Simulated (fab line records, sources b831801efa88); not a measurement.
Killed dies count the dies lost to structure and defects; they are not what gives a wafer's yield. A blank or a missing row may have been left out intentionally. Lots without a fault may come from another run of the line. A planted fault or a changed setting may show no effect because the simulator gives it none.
Which tool did it? -- flow sky130 -- 13 lots, 39 wafers sampled, at 4 steps of a route of 708

## WHAT THE GAUGES SHOWED, per wafer
SKY_LDD_N_OVL_MEAS_07.
lot,measured,on,LDD_N_OVL (nm)
L319,day 18 21:29,overlay-01,-2.0 -2.8 -1.1
L320,day 19 03:27,overlay-02,-0.3 -1.8 -0.7
L321,day 19 12:39,overlay-02,0.4 0.8 1.5
L322,day 20 17:56,overlay-02,1.6 -0.2 1.5
L324,day 21 01:04,overlay-01,0.2 -0.1 -1.2
L326,day 22 02:50,overlay-02,0.1 -1.2 -0.8
L328,day 22 11:55,overlay-01,-1.0 -1.5 -0.7
L329,day 23 04:10,overlay-02,1.0 1.1 1.3
L330,day 23 14:25,overlay-02,-0.5 1.0 -0.2
L331,day 23 23:08,overlay-02,0.5 -0.1 -1.6
L333,day 24 10:10,overlay-02,-1.9 -1.2 -2.8
L338,day 25 19:28,overlay-01,-0.7 -0.7 2.3
L339,day 26 01:41,overlay-01,-2.6 -2.1 -3.6

SKY_LDD_P_CD_MEAS_07: the cd target is 380 nm.
lot,measured,on,cdNm (nm)
L319,day 20 08:18,cdSem-02,373.8 374.1 374.2
L320,day 20 13:47,cdSem-02,378.6 377.6 378.1
L321,day 20 22:36,cdSem-02,380.0 377.3 378.1
L322,day 22 04:46,cdSem-02,380.2 380.1 379.7
L324,day 22 11:37,cdSem-02,376.7 375.8 375.9
L326,day 23 13:48,cdSem-01,385.9 382.9 381.9
L328,day 23 21:36,cdSem-01,382.3 381.2 382.9
L329,day 24 13:20,cdSem-02,376.4 375.7 374.2
L330,day 24 22:54,cdSem-02,379.0 380.7 378.5
L331,day 25 06:43,cdSem-01,379.9 379.8 379.7
L333,day 25 17:13,cdSem-01,377.9 378.6 379.9
L338,day 27 01:34,cdSem-02,380.3 379.3 377.6
L339,day 27 08:45,cdSem-01,379.1 378.9 378.2

SKY_LDD_HVP_OVL_MEAS_07.
lot,measured,on,LDD_HVP_OVL (nm)
L319,day 23 03:36,overlay-02,-0.5 -1.2 -0.7
L320,day 23 09:22,overlay-02,1.2 1.4 2.2
L321,day 23 18:00,overlay-02,-1.5 -0.5 0.7
L322,day 24 22:15,overlay-02,-1.5 -4.1 -0.8
L324,day 25 02:55,overlay-02,3.6 2.3 0.7
L326,day 26 02:30,overlay-01,-2.5 -1.4 -2.1
L328,day 26 10:07,overlay-01,-1.8 -0.1 -0.7
L329,day 27 01:18,overlay-02,-0.7 1.9 0.9
L330,day 27 10:28,overlay-01,1.6 1.1 1.6
L331,day 27 17:16,overlay-01,-0.7 -1.8 -0.9
L333,day 28 03:55,overlay-02,0.9 -0.1 0.5
L338,day 29 12:22,overlay-02,165.8 168.1 167.5
L339,day 29 21:36,overlay-01,167.7 166.3 166.7

## EACH LOT AND THE TOOL THAT RAN IT (in order: tool; ch and the chambers of the sampled wafers; start)
lot,SKY_LDD_HVP_EXPOSE_04
L319,"ilineStepper-01 ch 0, day 22 11:04"
L320,"ilineStepper-01 ch 0, day 22 16:49"
L321,"ilineStepper-01 ch 0, day 23 01:57"
L322,"ilineStepper-01 ch 0, day 24 07:09"
L324,"ilineStepper-02 ch 0, day 24 13:00"
L326,"ilineStepper-02 ch 0, day 25 12:22"
L328,"ilineStepper-02 ch 0, day 25 20:26"
L329,"ilineStepper-02 ch 0, day 26 09:48"
L330,"ilineStepper-01 ch 0, day 26 19:41"
L331,"ilineStepper-02 ch 0, day 27 03:30"
L333,"ilineStepper-02 ch 0, day 27 13:50"
L338,"ilineStepper-01 ch 0, day 28 22:02"
L339,"ilineStepper-01 ch 0, day 29 06:48"
- SKY_LDD_HVP_EXPOSE_04: exposes mask HVPTM, target cd 700 nm.

## WHAT THE TOOLS THEMSELVES READ (means of the sampled wafers that have a number; where no wafer has one, the mark that the record gives instead)
The record holds no such reading with a usual standard deviation.

## THE ANSWER, worked out from the rows above alone
Rule: the usual values come from the lots themselves. The widest of any qualifying gaps counts: lots, ordered by their means at a reading, are off when they make up no more than a third of the lots, leave a main group of 4 or more, and stand apart from it by 3 or more times the standard deviation of that group's means. The tables above print the reading to a certain number of digits; a main group whose means all agree to those digits is not used. Also off: a lot with no number at a reading for which 4 or more lots have one. Where the step has rows for the other lots, those lots are counted as sound. After the gauges, taken in route order, come the tools' own readings; for these a lot's mean is taken, as printed above. The first step at which some lot is off is used, and at that step the reading that is off furthest; a lot without a number counts as furthest.
Off: L338, L339, seen at SKY_LDD_HVP_OVL_MEAS_07 (LDD_HVP_OVL). For the main group the mean is -0.1 nm and the standard deviation 1.4.
A tool fits if, at a process step before that reading, it ran every lot that is off, and no sound lot after the first of them. The gauges at SKY_LDD_HVP_OVL_MEAS_07 are tried like those tools. One fits: ilineStepper-01 at SKY_LDD_HVP_EXPOSE_04. A fault onset in the window from L330 (day 26 19:41, its last sound lot) to L338 (day 28 22:02, its first lot off) fits.

## WHAT HAD BEEN PUT IN BY THE SIMULATOR
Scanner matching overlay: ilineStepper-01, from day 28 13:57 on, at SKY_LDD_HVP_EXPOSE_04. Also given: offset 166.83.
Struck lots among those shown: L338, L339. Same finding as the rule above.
